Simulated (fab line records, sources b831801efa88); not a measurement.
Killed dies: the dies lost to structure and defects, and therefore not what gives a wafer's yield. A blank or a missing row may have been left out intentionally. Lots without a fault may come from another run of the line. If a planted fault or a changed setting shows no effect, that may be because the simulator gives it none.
fab line records + flow sky130
[record]
- lots = 13
- wafers = 39
- last_day = 50
route steps=708 shown LDD_N@244 POLY_CUT@315 SD_N@356 SD_P@359 LI_CONTACT@375
lots that met no fault: from a run of the same line without faults
start_h: hours from the record's first day to the start of the lot's first wafer shown + wait_h: how many hours have passed since the lot's step before this one + " identical to the entry in the row above + L1.1+2: a single row standing in for several wafers + - no value, or no start given + * or withheld: withheld + < > ~ a bound
route shown NAME@n: names a module that has steps shown in the file, with the first one's number in the route + usual: mean and standard deviation over wafers with no fault + same: alike in all rows + chamber/n: place in a boat + sites: the reading at each site + _std_site: the values' standard deviation + _edge_site: outer sites' mean less inner sites' + radius_mm: how far each site lies from the wafer's centre + mask NAME#n: copy n + behind: the last tool/chamber to shape the wafer + hold: cause of the lot's hold/its duration in hours/its outcome + device: transistor that didn't switch, given as n, p or np + end of line: the tests these same wafers got at the end of their route + where a step has no rows: the recipe by itself + killed: not the wafer's yield, but the dies lost to structure and defects at the first sort + map: a wafer's dies, x killed, . not, _ none there
set.NAME: the setting that was run; set.NAME@STEP: the one run at that earlier step + model.NAME: the simulator's own value behind a step, which no gauge read
one table for each step of the route and one row for each wafer, over a sample of lots
services: from which hour (start_h, from the record's first day; less than 0 if before it) a tool's chamber was out of use, for how many hours, and why
[[steps]]
[step SKY_LDD_N_OVL_MEAS_07]
[usual]
- LDD_N_OVL = 0.3/1.3
| lot.wafer | tool       | chamber | start_h | wait_h | LDD_N_OVL[nm] |
|-----------|------------|---------|---------|--------|---------------|
| L200.2    | overlay-02 | -       | 401.24  | 0.1    | 1.5           |
| L200.4    | "          | -       | "       | "      | 1.4           |
| L200.5    | "          | -       | "       | "      | 1.2           |
| L201.1    | overlay-02 | -       | 408.78  | 0.1    | -0.4          |
| L201.2    | "          | -       | "       | "      | -0.5          |
| L201.4    | "          | -       | "       | "      | 0.6           |
| L202.1    | overlay-02 | -       | 426.03  | 0.1    | -0.4          |
| L202.2    | "          | -       | "       | "      | -0.4          |
| L202.5    | "          | -       | "       | "      | 0.8           |
| L204.1    | overlay-02 | -       | 439.08  | 0.1    | 2.5           |
| L204.3    | "          | -       | "       | "      | 2.4           |
| L204.6    | "          | -       | "       | "      | 2.4           |
| L205.1    | overlay-01 | -       | 443.93  | 0.1    | 1.5           |
| L205.3    | "          | -       | "       | "      | -0.5          |
| L205.6    | "          | -       | "       | "      | 0.7           |
| L206.1    | overlay-02 | -       | 461.53  | 0.1    | -0.7          |
| L206.3    | "          | -       | "       | "      | -1.3          |
| L206.5    | "          | -       | "       | "      | -1.1          |
| L208.1    | overlay-02 | -       | 480.84  | 0.1    | 1.9           |
| L208.4    | "          | -       | "       | "      | 1.7           |
| L208.6    | "          | -       | "       | "      | 2.1           |
| L210.2    | overlay-02 | -       | 506.10  | 0.1    | 2.6           |
| L210.3    | "          | -       | "       | "      | 2.2           |
| L210.5    | "          | -       | "       | "      | 0.7           |
| L214.1    | overlay-02 | -       | 529.83  | 0.1    | 0.6           |
| L214.2    | "          | -       | "       | "      | -0.3          |
| L214.4    | "          | -       | "       | "      | 1.0           |
| L216.2    | overlay-01 | -       | 551.59  | 0.1    | -2.2          |
| L216.5    | "          | -       | "       | "      | -2.5          |
| L216.6    | "          | -       | "       | "      | -1.0          |
| L219.3    | overlay-02 | -       | 574.25  | 0.1    | 0.4           |
| L219.4    | "          | -       | "       | "      | 0.9           |
| L219.6    | "          | -       | "       | "      | -0.1          |
| L221.2    | overlay-01 | -       | 589.19  | 0.1    | -0.2          |
| L221.3    | "          | -       | "       | "      | -1.7          |
| L221.6    | "          | -       | "       | "      | -0.3          |
| L223.1    | overlay-02 | -       | 609.08  | 0.1    | 1.5           |
| L223.3    | "          | -       | "       | "      | 0.8           |
| L223.4    | "          | -       | "       | "      | 1.2           |
[step SKY_POLY_CUT_CD_MEAS_08]
[recipe]
- target_cd_nm = 270
[usual]
- cd_nm = 269.9/1.3
| lot.wafer | tool      | chamber | start_h | wait_h | cd_nm |
|-----------|-----------|---------|---------|--------|-------|
| L200.2    | cd_sem-01 | -       | 556.00  | -      | 270.2 |
| L200.4    | "         | -       | "       | "      | 268.9 |
| L200.5    | "         | -       | "       | "      | 268.8 |
| L201.1    | cd_sem-01 | -       | 563.94  | -      | 270.3 |
| L201.2    | "         | -       | "       | "      | 269.1 |
| L201.4    | "         | -       | "       | "      | 268.3 |
| L202.1    | cd_sem-01 | -       | 581.23  | -      | 271.6 |
| L202.2    | "         | -       | "       | "      | 271.4 |
| L202.5    | "         | -       | "       | "      | 271.0 |
| L204.1    | cd_sem-01 | -       | 593.44  | -      | 270.5 |
| L204.3    | "         | -       | "       | "      | 271.0 |
| L204.6    | "         | -       | "       | "      | 270.7 |
| L205.1    | cd_sem-01 | -       | 598.14  | -      | 269.0 |
| L205.3    | "         | -       | "       | "      | 268.3 |
| L205.6    | "         | -       | "       | "      | 268.9 |
| L206.1    | cd_sem-02 | -       | 614.69  | -      | 268.8 |
| L206.3    | "         | -       | "       | "      | 269.7 |
| L206.5    | "         | -       | "       | "      | 269.0 |
| L208.1    | cd_sem-01 | -       | 633.18  | -      | 268.3 |
| L208.4    | "         | -       | "       | "      | 270.3 |
| L208.6    | "         | -       | "       | "      | 268.7 |
| L210.2    | cd_sem-02 | -       | 657.65  | -      | 270.2 |
| L210.3    | "         | -       | "       | "      | 268.2 |
| L210.5    | "         | -       | "       | "      | 269.3 |
| L214.1    | cd_sem-02 | -       | 681.24  | -      | 268.1 |
| L214.2    | "         | -       | "       | "      | 267.6 |
| L214.4    | "         | -       | "       | "      | 269.3 |
| L216.2    | cd_sem-01 | -       | 699.16  | -      | 269.3 |
| L216.5    | "         | -       | "       | "      | 267.5 |
| L216.6    | "         | -       | "       | "      | 268.3 |
| L219.3    | cd_sem-02 | -       | 721.67  | -      | 270.4 |
| L219.4    | "         | -       | "       | "      | 272.7 |
| L219.6    | "         | -       | "       | "      | 271.4 |
| L221.2    | cd_sem-02 | -       | 735.66  | -      | 268.1 |
| L221.3    | "         | -       | "       | "      | 269.1 |
| L221.6    | "         | -       | "       | "      | 267.6 |
| L223.1    | cd_sem-02 | -       | 751.83  | -      | 268.3 |
| L223.3    | "         | -       | "       | "      | 270.0 |
| L223.4    | "         | -       | "       | "      | 269.5 |
[step SKY_SD_N_RTA_14]
[recipe]
- temp_c = 1075
- time_s = 2
- idle_temp_c = 650
- ramp_up_c_per_s = 150
- ramp_down_c_per_s = 90
- ambient = N2
[usual]
- lamp_power_pct = 15.74/0.052
- wafer_temp_C_max = 1077.9/1.2
[same]
- time_s = 2
| lot.wafer | tool          | chamber | start_h | wait_h | lamp_power_pct | wafer_temp_C_max |
|-----------|---------------|---------|---------|--------|----------------|------------------|
| L200.2    | rtp_anneal-02 | 0       | 646.66  | 0.0    | 15.73          | 1076.9           |
| L200.4    | "             | 0       | "       | "      | 15.79          | 1077.8           |
| L200.5    | "             | 0       | "       | "      | 15.80          | 1077.4           |
| L201.1    | rtp_anneal-01 | 0       | 653.56  | 0.0    | 15.70          | 1078.0           |
| L201.2    | "             | 0       | "       | "      | 15.74          | 1078.6           |
| L201.4    | "             | 0       | "       | "      | 15.82          | 1078.8           |
| L202.1    | rtp_anneal-02 | 0       | 668.16  | 0.0    | 15.76          | 1077.1           |
| L202.2    | "             | 0       | "       | "      | 15.76          | 1079.2           |
| L202.5    | "             | 0       | "       | "      | 15.77          | 1078.1           |
| L204.1    | rtp_anneal-02 | 0       | 680.20  | 0.0    | 15.70          | 1077.8           |
| L204.3    | "             | 0       | "       | "      | 15.77          | 1078.3           |
| L204.6    | "             | 0       | "       | "      | 15.73          | 1077.2           |
| L205.1    | rtp_anneal-01 | 0       | 684.85  | 0.0    | 15.68          | 1078.1           |
| L205.3    | "             | 0       | "       | "      | 15.82          | 1077.7           |
| L205.6    | "             | 0       | "       | "      | 15.64          | 1078.4           |
| L206.1    | rtp_anneal-02 | 0       | 700.65  | 0.0    | 15.68          | 1075.8           |
| L206.3    | "             | 0       | "       | "      | 15.72          | 1078.1           |
| L206.5    | "             | 0       | "       | "      | 15.82          | 1077.3           |
| L208.1    | rtp_anneal-02 | 0       | 718.90  | 0.0    | 15.74          | 1077.2           |
| L208.4    | "             | 0       | "       | "      | 15.78          | 1079.1           |
| L208.6    | "             | 0       | "       | "      | 15.64          | 1078.4           |
| L210.2    | rtp_anneal-02 | 0       | 742.86  | 0.0    | 15.70          | 1077.8           |
| L210.3    | "             | 0       | "       | "      | 15.76          | 1076.7           |
| L210.5    | "             | 0       | "       | "      | 15.75          | 1078.0           |
| L214.1    | rtp_anneal-02 | 0       | 763.46  | 0.0    | 15.26          | 1057.3           |
| L214.2    | "             | 0       | "       | "      | 15.32          | 1056.3           |
| L214.4    | "             | 0       | "       | "      | 15.34          | 1057.5           |
| L216.2    | rtp_anneal-02 | 0       | 782.57  | 0.0    | 15.37          | 1057.6           |
| L216.5    | "             | 0       | "       | "      | 15.30          | 1060.1           |
| L216.6    | "             | 0       | "       | "      | 15.32          | 1057.7           |
| L219.3    | rtp_anneal-01 | 0       | 802.53  | 0.0    | 15.66          | 1078.8           |
| L219.4    | "             | 0       | "       | "      | 15.74          | 1076.4           |
| L219.6    | "             | 0       | "       | "      | 15.70          | 1078.4           |
| L221.2    | rtp_anneal-01 | 0       | 815.46  | 0.0    | 15.78          | 1078.1           |
| L221.3    | "             | 0       | "       | "      | 15.71          | 1077.5           |
| L221.6    | "             | 0       | "       | "      | 15.74          | 1075.6           |
| L223.1    | rtp_anneal-01 | 0       | 833.05  | 0.0    | 15.69          | 1078.3           |
| L223.3    | "             | 0       | "       | "      | 15.67          | 1076.7           |
| L223.4    | "             | 0       | "       | "      | 15.74          | 1076.1           |
[step SKY_SD_N_RS_MEAS_16]
[recipe]
- thk_meas_gauge = four-point-probe
[usual]
- SD_N_RS = 68.62/0.11
| lot.wafer | tool          | chamber | start_h | wait_h | SD_N_RS[ohm/sq] |
|-----------|---------------|---------|---------|--------|-----------------|
| L200.2    | film_metro-01 | -       | 646.84  | 0.1    | 68.54           |
| L200.4    | "             | -       | "       | "      | 68.50           |
| L200.5    | "             | -       | "       | "      | 68.56           |
| L201.1    | film_metro-02 | -       | 653.73  | 0.1    | 68.53           |
| L201.2    | "             | -       | "       | "      | 68.53           |
| L201.4    | "             | -       | "       | "      | 68.50           |
| L202.1    | film_metro-02 | -       | 668.33  | 0.1    | 68.67           |
| L202.2    | "             | -       | "       | "      | 68.57           |
| L202.5    | "             | -       | "       | "      | 68.63           |
| L204.1    | film_metro-01 | -       | 680.37  | 0.1    | 68.57           |
| L204.3    | "             | -       | "       | "      | 68.77           |
| L204.6    | "             | -       | "       | "      | 68.72           |
| L205.1    | film_metro-01 | -       | 685.08  | 0.1    | 68.62           |
| L205.3    | "             | -       | "       | "      | 68.64           |
| L205.6    | "             | -       | "       | "      | 68.60           |
| L206.1    | film_metro-03 | -       | 700.82  | 0.1    | 68.78           |
| L206.3    | "             | -       | "       | "      | 68.67           |
| L206.5    | "             | -       | "       | "      | 68.57           |
| L208.1    | film_metro-01 | -       | 719.07  | 0.1    | 68.71           |
| L208.4    | "             | -       | "       | "      | 68.72           |
| L208.6    | "             | -       | "       | "      | 68.73           |
| L210.2    | film_metro-02 | -       | 743.04  | 0.1    | 68.47           |
| L210.3    | "             | -       | "       | "      | 68.51           |
| L210.5    | "             | -       | "       | "      | 68.57           |
| L214.1    | film_metro-01 | -       | 763.63  | 0.1    | 71.62           |
| L214.2    | "             | -       | "       | "      | 71.69           |
| L214.4    | "             | -       | "       | "      | 71.70           |
| L216.2    | film_metro-03 | -       | 782.75  | 0.1    | 71.75           |
| L216.5    | "             | -       | "       | "      | 71.84           |
| L216.6    | "             | -       | "       | "      | 71.80           |
| L219.3    | film_metro-01 | -       | 802.72  | 0.1    | 68.69           |
| L219.4    | "             | -       | "       | "      | 68.78           |
| L219.6    | "             | -       | "       | "      | 68.68           |
| L221.2    | film_metro-01 | -       | 815.64  | 0.1    | 68.68           |
| L221.3    | "             | -       | "       | "      | 68.78           |
| L221.6    | "             | -       | "       | "      | 68.76           |
| L223.1    | film_metro-03 | -       | 833.23  | 0.1    | 68.56           |
| L223.3    | "             | -       | "       | "      | 68.76           |
| L223.4    | "             | -       | "       | "      | 68.69           |
[step SKY_SD_N_RS_MEAS_17]
[recipe]
- thk_meas_gauge = four-point-probe
[usual]
- SD_P_RS = 147.3/0.36
| lot.wafer | tool          | chamber | start_h | wait_h | SD_P_RS[ohm/sq] |
|-----------|---------------|---------|---------|--------|-----------------|
| L200.2    | film_metro-01 | -       | 646.96  | 0.1    | 147.2           |
| L200.4    | "             | -       | "       | "      | 147.3           |
| L200.5    | "             | -       | "       | "      | 146.9           |
| L201.1    | film_metro-02 | -       | 653.85  | 0.1    | 147.4           |
| L201.2    | "             | -       | "       | "      | 146.8           |
| L201.4    | "             | -       | "       | "      | 146.6           |
| L202.1    | film_metro-02 | -       | 668.45  | 0.1    | 147.9           |
| L202.2    | "             | -       | "       | "      | 147.3           |
| L202.5    | "             | -       | "       | "      | 147.3           |
| L204.1    | film_metro-01 | -       | 680.49  | 0.1    | 147.4           |
| L204.3    | "             | -       | "       | "      | 146.9           |
| L204.6    | "             | -       | "       | "      | 147.4           |
| L205.1    | film_metro-01 | -       | 685.20  | 0.1    | 147.2           |
| L205.3    | "             | -       | "       | "      | 147.5           |
| L205.6    | "             | -       | "       | "      | 147.2           |
| L206.1    | film_metro-03 | -       | 700.94  | 0.1    | 147.3           |
| L206.3    | "             | -       | "       | "      | 147.3           |
| L206.5    | "             | -       | "       | "      | 146.9           |
| L208.1    | film_metro-01 | -       | 719.19  | 0.1    | 147.1           |
| L208.4    | "             | -       | "       | "      | 147.5           |
| L208.6    | "             | -       | "       | "      | 147.7           |
| L210.2    | film_metro-02 | -       | 743.16  | 0.1    | 146.7           |
| L210.3    | "             | -       | "       | "      | 147.2           |
| L210.5    | "             | -       | "       | "      | 146.9           |
| L214.1    | film_metro-01 | -       | 763.75  | 0.1    | 164.7           |
| L214.2    | "             | -       | "       | "      | 165.4           |
| L214.4    | "             | -       | "       | "      | 165.2           |
| L216.2    | film_metro-03 | -       | 782.87  | 0.1    | 165.6           |
| L216.5    | "             | -       | "       | "      | 165.6           |
| L216.6    | "             | -       | "       | "      | 165.9           |
| L219.3    | film_metro-01 | -       | 802.84  | 0.1    | 147.5           |
| L219.4    | "             | -       | "       | "      | 147.4           |
| L219.6    | "             | -       | "       | "      | 147.1           |
| L221.2    | film_metro-01 | -       | 815.76  | 0.1    | 147.4           |
| L221.3    | "             | -       | "       | "      | 147.6           |
| L221.6    | "             | -       | "       | "      | 147.5           |
| L223.1    | film_metro-03 | -       | 833.35  | 0.1    | 147.6           |
| L223.3    | "             | -       | "       | "      | 148.4           |
| L223.4    | "             | -       | "       | "      | 147.8           |
[step SKY_LI_CONTACT_OVL_MEAS_13]
[usual]
- LI_CONTACT_OVL = -2/5.8
| lot.wafer | tool       | chamber | start_h | wait_h | LI_CONTACT_OVL[nm] |
|-----------|------------|---------|---------|--------|--------------------|
| L200.2    | overlay-01 | -       | 676.41  | 0.1    | 1                  |
| L200.4    | "          | -       | "       | "      | -2                 |
| L200.5    | "          | -       | "       | "      | -3                 |
| L201.1    | overlay-02 | -       | 683.11  | 0.1    | 1                  |
| L201.2    | "          | -       | "       | "      | -7                 |
| L201.4    | "          | -       | "       | "      | -8                 |
| L202.1    | overlay-01 | -       | 696.96  | 0.1    | 9                  |
| L202.2    | "          | -       | "       | "      | 5                  |
| L202.5    | "          | -       | "       | "      | 4                  |
| L204.1    | overlay-01 | -       | 708.91  | 0.1    | -4                 |
| L204.3    | "          | -       | "       | "      | -4                 |
| L204.6    | "          | -       | "       | "      | -7                 |
| L205.1    | overlay-01 | -       | 714.35  | 0.1    | -12                |
| L205.3    | "          | -       | "       | "      | -15                |
| L205.6    | "          | -       | "       | "      | -13                |
| L206.1    | overlay-01 | -       | 729.91  | 0.1    | -3                 |
| L206.3    | "          | -       | "       | "      | -1                 |
| L206.5    | "          | -       | "       | "      | -2                 |
| L208.1    | overlay-02 | -       | 749.65  | 0.1    | -5                 |
| L208.4    | "          | -       | "       | "      | -3                 |
| L208.6    | "          | -       | "       | "      | -2                 |
| L210.2    | overlay-02 | -       | 770.26  | 0.1    | -3                 |
| L210.3    | "          | -       | "       | "      | 5                  |
| L210.5    | "          | -       | "       | "      | 3                  |
| L214.1    | overlay-02 | -       | 790.61  | 0.1    | -8                 |
| L214.2    | "          | -       | "       | "      | -12                |
| L214.4    | "          | -       | "       | "      | -8                 |
| L216.2    | overlay-02 | -       | 809.97  | 0.1    | 2                  |
| L216.5    | "          | -       | "       | "      | 0                  |
| L216.6    | "          | -       | "       | "      | -3                 |
| L219.3    | overlay-01 | -       | 829.36  | 0.1    | -4                 |
| L219.4    | "          | -       | "       | "      | -6                 |
| L219.6    | "          | -       | "       | "      | -4                 |
| L221.2    | overlay-02 | -       | 842.82  | 0.1    | 10                 |
| L221.3    | "          | -       | "       | "      | 8                  |
| L221.6    | "          | -       | "       | "      | 8                  |
| L223.1    | overlay-02 | -       | 859.81  | 0.1    | 0                  |
| L223.3    | "          | -       | "       | "      | 8                  |
| L223.4    | "          | -       | "       | "      | 2                  |
[[services]]
| tool          | chamber | start_h | hours | kind |
|---------------|---------|---------|-------|------|
| rtp_anneal-01 | -       | 633.70  | 4.2   | pm   |
[[key]]
[first_sign]
- step = SKY_SD_N_RTA_14
- reading = wafer_temp_C_max
- direction = down
- sigmas = 17
- usual = *
- struck = *
[effect]
- step = SKY_SD_N_RTA_14
- reading = lamp_power_pct
- direction = down
- sigmas = 8
- usual = 15.74
- struck = 15.32
[effect]
- step = SKY_SD_N_RS_MEAS_16
- reading = SD_N_RS
- direction = up
- sigmas = 28
- usual = 68.62
- struck = 71.73
[effect]
- step = SKY_SD_N_RS_MEAS_17
- reading = SD_P_RS
- direction = up
- sigmas = 50
- usual = 147.3
- struck = 165.4
met_at SKY_SD_N_RTA_14
struck_lots L214,L216
tester_left_out L214,L216
not_acting_at SKY_LDD_N_OVL_MEAS_07,SKY_POLY_CUT_CD_MEAS_08,SKY_LI_CONTACT_OVL_MEAS_13
onset_between 742.86 763.46
[fault]
- kind = process_parameter_drift
- tool = rtp_anneal-02
- chamber = -
- onset_h = 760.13
- steps = SKY_SD_N_RTA_14
- channel = temp_c
- offset = *
- shape = step
- end_h = 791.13
- acts_in = *
- stated = *
// tester_left_out: of these lots the tester's yield and bins aren't shown, on N5 and GAA mostly nor the transistor test; their killed dies are dies lost to structure and defects alone, not to doping, threshold or leakage, so they don't give the yield
